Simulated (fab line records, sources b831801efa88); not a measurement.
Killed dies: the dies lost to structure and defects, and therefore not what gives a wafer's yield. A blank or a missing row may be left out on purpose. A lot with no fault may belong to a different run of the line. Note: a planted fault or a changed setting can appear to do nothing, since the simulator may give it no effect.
Which of the tools did it?    flow gf180mcu    36 wafers from 12 lots sampled at 5 of the route's 602 steps

## WHAT THE GAUGES READ, wafer by wafer
GF_V4_RS_MEAS_24: measures by four-point-probe.
lot   measured      on             V4_W_RS (ohm/sq)
L075  day 25 06:07  film metro-04  0.326 0.325 0.327
L077  day 25 19:34  film metro-04  0.326 0.331 0.326
L079  day 26 09:40  film metro-03  0.327 0.321 0.325
L081  day 26 19:59  film metro-04  0.329 0.333 0.334
L083  day 27 15:12  film metro-01  0.323 0.327 0.324
L085  day 28 06:03  film metro-01  0.331 0.329 0.328
L087  day 28 20:49  film metro-04  0.324 0.328 0.334
L089  day 29 05:50  film metro-04  0.325 0.330 0.329
L091  day 29 21:14  film metro-04  0.328 0.325 0.325
L093  day 30 12:11  film metro-03  0.325 0.323 0.323
L095  day 30 20:55  film metro-03  0.332 0.331 0.328
L097  day 31 10:23  film metro-01  0.331 0.327 0.334

## EACH LOT AND THE TOOL THAT RAN IT (in order: tool; ch and the chambers of the sampled wafers; start)
lot   GF_M3_METAL_ETCH_16                GF_M3_STRIP_17                        GF_V3_ETCH_17                                  GF_V3_SPUTTER_22
L075  rie metal-04 ch 0,1, day 22 04:50  plasma asher-02 ch 0,1, day 22 04:56  rie diel-04 ch 1,2,3, day 23 06:31 or earlier  pvd sputter-01, day 23 06:31
L077  rie metal-04 ch 0,1, day 22 19:32  plasma asher-04 ch 0,1, day 22 19:38  rie diel-04 ch 0,2,3, day 23 20:50 or earlier  pvd sputter-03, day 23 20:50
L079  rie metal-03 ch 0,1, day 23 11:49  plasma asher-02 ch 0,1, day 23 11:56  rie diel-04 ch 0,2,3, day 24 12:23 or earlier  pvd sputter-02, day 24 12:23
L081  rie metal-03 ch 0,1, day 23 21:58  plasma asher-01 ch 0,1, day 23 22:05  rie diel-02 ch 0,1,3, day 24 21:52 or earlier  pvd sputter-02, day 24 21:52
L083  rie metal-04 ch 0,1, day 24 19:14  plasma asher-02 ch 0,1, day 24 19:20  rie diel-02 ch 0,2,3, day 25 18:19 or earlier  pvd sputter-02, day 25 18:19
L085  rie metal-03 ch 0,1, day 25 10:46  plasma asher-04 ch 0,1, day 25 10:53  rie diel-04 ch 1,2, day 26 10:13 or earlier    pvd sputter-01, day 26 10:13
L087  rie metal-04 ch 0,1, day 26 02:17  plasma asher-01 ch 0,1, day 26 02:23  rie diel-04 ch 0,1,2, day 27 01:29 or earlier  pvd sputter-01, day 27 01:29
L089  rie metal-02 ch 0, day 26 12:47    plasma asher-02 ch 0,1, day 26 12:53  rie diel-03 ch 1,2, day 27 11:01 or earlier    pvd sputter-03, day 27 11:01
L091  rie metal-02 ch 1, day 27 04:53    plasma asher-04 ch 0,1, day 27 05:06  rie diel-03 ch 1,2,3, day 28 03:40 or earlier  pvd sputter-02, day 28 03:40
L093  rie metal-02 ch 0, day 27 21:26    plasma asher-02 ch 0,1, day 27 21:32  rie diel-04 ch 0,1,3, day 28 19:10 or earlier  pvd sputter-02, day 28 19:10
L095  rie metal-02 ch 0, day 28 07:05    plasma asher-04 ch 0,1, day 28 07:11  rie diel-02 ch 1,2, day 29 04:38 or earlier    pvd sputter-02, day 29 04:38
L097  rie metal-03 ch 0,1, day 28 21:18  plasma asher-02 ch 0,1, day 28 21:25  rie diel-04 ch 1,3, day 29 18:41 or earlier    pvd sputter-02, day 29 18:41
- GF_M3_METAL_ETCH_16: etches the open film in Cl2/BCl3, stops on SiO2, target depth 627.5 nm, time 104.6 s.
- GF_M3_STRIP_17: strips in O2/N2.
- GF_V3_ETCH_17: etches SiO2 in C4F8/O2/Ar, stops on TiN, target depth 635 nm.
- GF_V3_SPUTTER_22: material TiN, target thk 10 nm, time 40 s.

## THE ANSWER, worked out from the rows above alone
Rule: the usual values come from the lots themselves. Put in order of their means at a reading, lots are off if they are a third of the lots or fewer, leave a main group of 4 or more, and stand apart from it by a gap of 3 or more times the standard deviation of the main group's means; of several such gaps the widest counts. A main group is skipped when, at the precision printed for the reading in the tables above, its means are all equal. Also off: a lot with no number at a reading for which 4 or more lots have one. The other lots that the step has rows for count as sound.
Nothing can be told from this: no lot is off at any reading shown.

## WHAT WAS PUT IN BY THE SIMULATOR
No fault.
